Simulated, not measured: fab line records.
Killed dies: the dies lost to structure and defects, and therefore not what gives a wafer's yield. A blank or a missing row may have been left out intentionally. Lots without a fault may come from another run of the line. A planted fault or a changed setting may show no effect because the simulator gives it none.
Which of the tools did it? | flow sky130 | 72 wafers from 24 lots sampled at 5 of the route's 708 steps

WHAT THE GAUGES READ, wafer by wafer
SKY_VIA1_RS_MEAS_22: uses a four-point probe to measure.
lot  | measured     | on            | VIA1_W_RS (ohm/sq)
L075 | day 35 02:47 | film metro-04 | 0.425 0.430 0.432
L079 | day 35 03:49 | film metro-03 | 0.426 0.426 0.431
L074 | day 35 04:04 | film metro-04 | 0.430 0.428 0.426
L077 | day 35 04:13 | film metro-02 | 0.426 0.430 0.430
L078 | day 35 05:11 | film metro-03 | 0.432 0.429 0.432
L076 | day 35 05:20 | film metro-04 | 0.427 0.424 0.431
L080 | day 35 05:58 | film metro-04 | 0.436 0.433 0.433
L081 | day 35 08:37 | film metro-02 | 0.428 0.420 0.426
L082 | day 36 12:26 | film metro-03 | 0.426 0.430 0.432
L083 | day 36 14:29 | film metro-03 | 0.435 0.437 0.432
L084 | day 36 20:41 | film metro-04 | 0.432 0.431 0.432
L086 | day 41 06:43 | film metro-04 | 0.428 0.427 0.433
L089 | day 41 09:31 | film metro-02 | 0.430 0.428 0.426
L087 | day 41 09:47 | film metro-04 | 0.426 0.427 0.427
L093 | day 41 10:59 | film metro-03 | 0.426 0.430 0.428
L088 | day 41 11:22 | film metro-04 | 0.431 0.427 0.433
L085 | day 41 11:43 | film metro-04 | 0.430 0.431 0.435
L095 | day 41 12:36 | film metro-03 | 0.430 0.432 0.429
L091 | day 41 12:50 | film metro-03 | 0.431 0.436 0.436
L090 | day 41 14:29 | film metro-04 | 0.431 0.434 0.427
L094 | day 41 14:37 | film metro-03 | 0.433 0.431 0.433
L096 | day 41 15:39 | film metro-03 | 0.433 0.431 0.426
L097 | day 41 16:15 | film metro-02 | 0.426 0.430 0.427
L092 | day 41 17:20 | film metro-04 | 0.430 0.429 0.431

SKY_CAPM_THK_MEAS_01.
lot  | measured     | on            | CAPM_CVD_00_THK (nm)
L075 | day 37 10:04 | film metro-03 | 15.37 15.35 15.51
L079 | day 37 11:07 | film metro-04 | 15.06 15.25 15.40
L074 | day 37 11:23 | film metro-01 | 14.89 15.54 15.59
L077 | day 37 11:33 | film metro-01 | 15.85 16.10 16.03
L078 | day 37 13:01 | film metro-03 | 15.52 15.44 15.48
L076 | day 37 13:21 | film metro-04 | 15.35 15.47 15.91
L080 | day 37 13:41 | film metro-04 | 15.16 15.36 15.67
L081 | day 37 16:29 | film metro-03 | 15.72 15.72 15.89
L082 | day 38 18:23 | film metro-04 | 15.64 15.50 15.36
L083 | day 38 19:05 | film metro-01 | 15.65 15.36 15.30
L084 | day 39 01:13 | film metro-04 | 15.53 15.72 15.69
L086 | day 43 07:30 | film metro-03 | 15.82 15.59 15.67
L089 | day 43 10:19 | film metro-01 | 15.56 15.71 15.60
L087 | day 43 11:56 | film metro-03 | 15.35 15.46 15.61
L093 | day 43 13:07 | film metro-03 | 15.50 15.75 15.86
L088 | day 43 13:18 | film metro-01 | 15.60 15.40 16.22
L085 | day 43 14:03 | film metro-01 | 15.60 15.45 15.72
L095 | day 43 15:02 | film metro-03 | 15.71 15.55 15.66
L091 | day 43 16:00 | film metro-01 | 15.55 15.59 14.98
L090 | day 43 17:20 | film metro-03 | 15.30 15.69 15.37
L094 | day 43 17:40 | film metro-03 | 15.48 15.85 15.85
L096 | day 43 19:24 | film metro-04 | 15.56 15.56 15.59
L097 | day 43 19:31 | film metro-01 | 15.23 15.68 15.66
L092 | day 43 21:21 | film metro-01 | 15.23 15.65 15.51

WHAT TOOL EACH LOT RAN ON (gives the tool, then ch and the chambers of the sampled wafers, and finally the start)
lot  | SKY_VIA1_CMP_02               | SKY_METAL2_STRIP_20                  | SKY_METAL3_SPUTTER_00
L075 | cmp-02 ch 0,1,3, day 34 00:08 | plasma asher-01 ch 0,1, day 36 05:07 | pvd sputter-01, day 37 09:53
L079 | cmp-01 ch 0,3, day 34 01:00   | plasma asher-01 ch 0,1, day 36 06:10 | pvd sputter-01, day 37 10:56
L074 | cmp-02 ch 1,2,3, day 34 01:13 | plasma asher-02 ch 0,1, day 36 06:35 | pvd sputter-03, day 37 11:13
L077 | cmp-01 ch 0,1, day 34 01:18   | plasma asher-01 ch 0,1, day 36 06:52 | pvd sputter-01, day 37 11:21
L078 | cmp-02 ch 2,3, day 34 01:57   | plasma asher-01 ch 0,1, day 36 08:11 | pvd sputter-02, day 37 12:48
L076 | cmp-01 ch 0,1, day 34 02:04   | plasma asher-02 ch 0,1, day 36 08:26 | pvd sputter-03, day 37 13:10
L080 | cmp-02 ch 0,2, day 34 02:23   | plasma asher-04 ch 0,1, day 36 08:47 | pvd sputter-02, day 37 13:31
L081 | cmp-02 ch 1,3, day 34 05:35   | plasma asher-02 ch 1, day 36 11:22   | pvd sputter-02, day 37 16:19
L082 | cmp-01 ch 0,1,2, day 35 09:02 | plasma asher-02 ch 0,1, day 37 15:35 | pvd sputter-02, day 38 18:12
L083 | cmp-01 ch 0,1,2, day 35 11:14 | plasma asher-01 ch 0, day 37 16:34   | pvd sputter-01, day 38 18:54
L084 | cmp-02 ch 0,3, day 35 17:16   | plasma asher-04 ch 0,1, day 37 22:01 | pvd sputter-01, day 39 01:00
L086 | cmp-02 ch 1,2,3, day 40 05:46 | plasma asher-02 ch 0,1, day 42 07:02 | pvd sputter-02, day 43 07:19
L089 | cmp-01 ch 1,3, day 40 08:49   | plasma asher-02 ch 0, day 42 10:13   | pvd sputter-03, day 43 10:09
L087 | cmp-01 ch 0,1, day 40 09:07   | plasma asher-01 ch 0,1, day 42 11:01 | pvd sputter-03, day 43 11:45
L093 | cmp-01 ch 0,1, day 40 09:30   | plasma asher-04 ch 0,1, day 42 11:41 | pvd sputter-02, day 43 12:56
L088 | cmp-01 ch 0,1,3, day 40 10:33 | plasma asher-02 ch 0,1, day 42 11:49 | pvd sputter-01, day 43 13:06
L085 | cmp-01 ch 0,2, day 40 10:48   | plasma asher-01 ch 0,1, day 42 12:23 | pvd sputter-03, day 43 13:52
L095 | cmp-01 ch 0,2,3, day 40 11:12 | plasma asher-02 ch 0,1, day 42 12:44 | pvd sputter-02, day 43 14:51
L091 | cmp-02 ch 0,1,3, day 40 11:39 | plasma asher-01 ch 0,1, day 42 14:10 | pvd sputter-03, day 43 15:48
L090 | cmp-01 ch 1,2, day 40 13:01   | plasma asher-01 ch 0,1, day 42 15:25 | pvd sputter-01, day 43 17:09
L094 | cmp-02 ch 0,1,2, day 40 13:07 | plasma asher-02 ch 0,1, day 42 15:38 | pvd sputter-03, day 43 17:28
L096 | cmp-02 ch 1,2, day 40 14:20   | plasma asher-04 ch 0,1, day 42 16:25 | pvd sputter-03, day 43 19:13
L097 | cmp-02 ch 0,2, day 40 14:41   | plasma asher-01 ch 0,1, day 42 17:07 | pvd sputter-01, day 43 19:19
L092 | cmp-02 ch 0,3, day 40 16:00   | plasma asher-02 ch 0,1, day 42 18:40 | pvd sputter-01, day 43 21:09
- SKY_VIA1_CMP_02: polishes SiO2.
- SKY_METAL2_STRIP_20: strips in O2/N2.
- SKY_METAL3_SPUTTER_00: material Ti, target thk 15 nm, time 10 s.

WHAT THE TOOLS THEMSELVES READ (means of the sampled wafers that have a number; where no wafer has one, the mark that the record gives instead)
SKY_VIA1_CMP_02.
lot  | tool   | motor current A (A)
L075 | cmp-02 | 10.6
L079 | cmp-01 | 12.5
L074 | cmp-02 | 12.1
L077 | cmp-01 | 11.0
L078 | cmp-02 | 13.6
L076 | cmp-01 | 11.0
L080 | cmp-02 | 13.9
L081 | cmp-02 | 10.8
L082 | cmp-01 | 12.0
L083 | cmp-01 | 11.5
L084 | cmp-02 | 10.2
L086 | cmp-02 | 12.0
L089 | cmp-01 | 12.3
L087 | cmp-01 | 11.6
L093 | cmp-01 | 11.0
L088 | cmp-01 | 12.0
L085 | cmp-01 | 12.2
L095 | cmp-01 | 12.5
L091 | cmp-02 | 10.8
L090 | cmp-01 | 12.2
L094 | cmp-02 | 12.4
L096 | cmp-02 | 12.1
L097 | cmp-02 | 12.1
L092 | cmp-02 | 9.8

SKY_METAL2_STRIP_20.
lot  | tool            | drypump motor current A (A) | oes product au (a.u.) | strip time to endpoint s (s)
L075 | plasma asher-01 | 5.5                         | 0.340                 | 2.69
L079 | plasma asher-01 | 5.5                         | 0.344                 | 2.73
L074 | plasma asher-02 | 5.4                         | 0.343                 | 2.73
L077 | plasma asher-01 | 5.5                         | 0.348                 | 2.74
L078 | plasma asher-01 | 5.5                         | 0.340                 | 2.69
L076 | plasma asher-02 | 5.4                         | 0.340                 | 2.69
L080 | plasma asher-04 | 5.7                         | 0.342                 | 2.73
L081 | plasma asher-02 | 5.3                         | 0.343                 | 2.68
L082 | plasma asher-02 | 5.5                         | 0.342                 | 2.66
L083 | plasma asher-01 | 4.7                         | 0.338                 | 2.74
L084 | plasma asher-04 | 5.6                         | 0.341                 | 2.71
L086 | plasma asher-02 | 5.5                         | 0.339                 | 2.71
L089 | plasma asher-02 | 5.6                         | 0.344                 | 2.71
L087 | plasma asher-01 | 5.5                         | 0.345                 | 2.69
L093 | plasma asher-04 | 5.7                         | 0.343                 | 2.71
L088 | plasma asher-02 | 5.5                         | 0.338                 | 2.67
L085 | plasma asher-01 | 5.1                         | 0.348                 | 2.75
L095 | plasma asher-02 | 5.4                         | 0.340                 | 2.70
L091 | plasma asher-01 | 5.1                         | 0.346                 | 2.72
L090 | plasma asher-01 | 5.5                         | 0.348                 | 2.75
L094 | plasma asher-02 | 5.5                         | 0.350                 | 2.72
L096 | plasma asher-04 | 5.7                         | 0.343                 | 2.70
L097 | plasma asher-01 | 5.1                         | 0.345                 | 2.71
L092 | plasma asher-02 | 5.4                         | 0.348                 | 2.71

SKY_METAL3_SPUTTER_00.
lot  | tool           | throttle valve pct (%)
L075 | pvd sputter-01 | 30.3
L079 | pvd sputter-01 | 29.8
L074 | pvd sputter-03 | 29.5
L077 | pvd sputter-01 | 30.4
L078 | pvd sputter-02 | 29.8
L076 | pvd sputter-03 | 29.0
L080 | pvd sputter-02 | 29.8
L081 | pvd sputter-02 | 29.4
L082 | pvd sputter-02 | 30.4
L083 | pvd sputter-01 | 29.2
L084 | pvd sputter-01 | 30.0
L086 | pvd sputter-02 | 30.1
L089 | pvd sputter-03 | 29.6
L087 | pvd sputter-03 | 29.9
L093 | pvd sputter-02 | 30.7
L088 | pvd sputter-01 | 30.0
L085 | pvd sputter-03 | 30.4
L095 | pvd sputter-02 | 30.4
L091 | pvd sputter-03 | 29.9
L090 | pvd sputter-01 | 29.9
L094 | pvd sputter-03 | 29.7
L096 | pvd sputter-03 | 29.6
L097 | pvd sputter-01 | 29.3
L092 | pvd sputter-01 | 29.6

THE ANSWER, worked out from the rows above alone
Rule: what is usual is taken from the lots themselves. The widest of any qualifying gaps counts: lots, ordered by their means at a reading, are off when they make up no more than a third of the lots, leave a main group of 4 or more, and stand apart from it by 3 or more times the standard deviation of that group's means. The tables above print the reading to a certain number of digits; a main group whose means all agree to those digits is not used. Also off: a lot with no number at a reading for which 4 or more lots have one. Where the step has rows for the other lots, those lots are counted as sound. First the gauges in route order, then the tools' own readings, where a lot's mean is used as printed above. The first step at which some lot is off is used, and at that step the reading that is off furthest; a lot without a number counts as furthest.
No lot is off at any reading shown: from this, nothing can be told.

WHAT THE SIMULATOR HAD PUT IN
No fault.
